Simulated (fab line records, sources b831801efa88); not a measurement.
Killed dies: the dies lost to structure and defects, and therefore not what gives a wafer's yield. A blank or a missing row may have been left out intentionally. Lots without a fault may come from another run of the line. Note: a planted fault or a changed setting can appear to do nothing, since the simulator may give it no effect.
2 desks, one fault ; flow gf180mcu ; what lay behind the numbers comes last; until then each desk has only its own

THE TOOL OWNER'S DESK: pecvd-03
The tool's own readings at GF_V4_CVD_02 (deposits SiO2 from TEOS, target thk 850 nm, time 94.851 s): means of the sampled wafers that have a number, for each lot that ran on this tool. Marked OUT: a lot whose mean sits more than 4 standard deviations from the usual mean, which makes it out of limits; the brackets give that distance.
Columns: A = heater power w at GF_V4_CVD_02, usual 651 W; B = rf fwd power W at GF_V4_CVD_02, usual 597.1 W
lot;first seen here;A;B
L401;day 24 02:55;637;596.0
L402;day 24 06:20;594;597.0
L405;day 25 07:55;639;597.5
L409;day 26 20:32;660;598.1
L414;day 28 09:10;599;599.1
L420;day 29 21:58;682;500.3 (-48) OUT
L421;day 30 12:52;681;500.9 (-48) OUT
This desk's finding: out of limits on L420, L421; first on L420, day 29 21:58 (rf fwd power W at GF_V4_CVD_02). Within limits: L401, L402, L405, L409, L414.

FROM THE METROLOGY DESK
Lot by lot, what the gauges showed, no matter which tool ran the lot: averages of those sampled wafers that carry a number. Marked OUT: a lot whose mean sits more than 4 standard deviations from the usual mean, which makes it out of limits; the brackets give that distance.
Columns: A = V3_BOW at GF_V3_BOW_MEAS_05, usual 115 um; B = V4_CVD_02_THK at GF_V4_THK_MEAS_03, usual 853 nm; C = V4_BOW at GF_V4_BOW_MEAS_05, usual 134 um
lot;first seen here;A;B;C
L401;day 22 02:00;123;861;136
L402;day 22 06:11;112;851;138
L405;day 23 08:23;121;848;143
L406;day 23 16:40;122;860;140
L407;day 24 10:58;115;834;126
L409;day 25 00:04;110;858;128
L412;day 25 17:41;123;854;133
L414;day 26 11:29;112;845;131
L420;day 28 05:28;122;821;135
L422;day 28 17:08;117;862;141
L421;day 28 21:15;111;809;122
L423;day 29 02:45;112;861;131
Finding of this desk: none of the 12 lots has anything out of limits.

PUT TOGETHER
At day 29 21:58, on L420, L421, the tool owner's desk was in a position to raise an alarm.
Nothing out of limits was seen by the metrology desk.
The metrology desk has L420, L421 on record, within its limits.
On pecvd-03, each named lot ran GF_V4_CVD_02.

WHAT THE SIMULATOR HAD INSERTED
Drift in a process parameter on pecvd-03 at GF_V4_CVD_02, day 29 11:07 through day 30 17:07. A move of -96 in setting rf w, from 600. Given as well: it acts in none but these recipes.
Struck lots among those shown: L420, L421.
Each desk's first reading out of limits, in hours after the fault started: the tool owner's desk, 11.
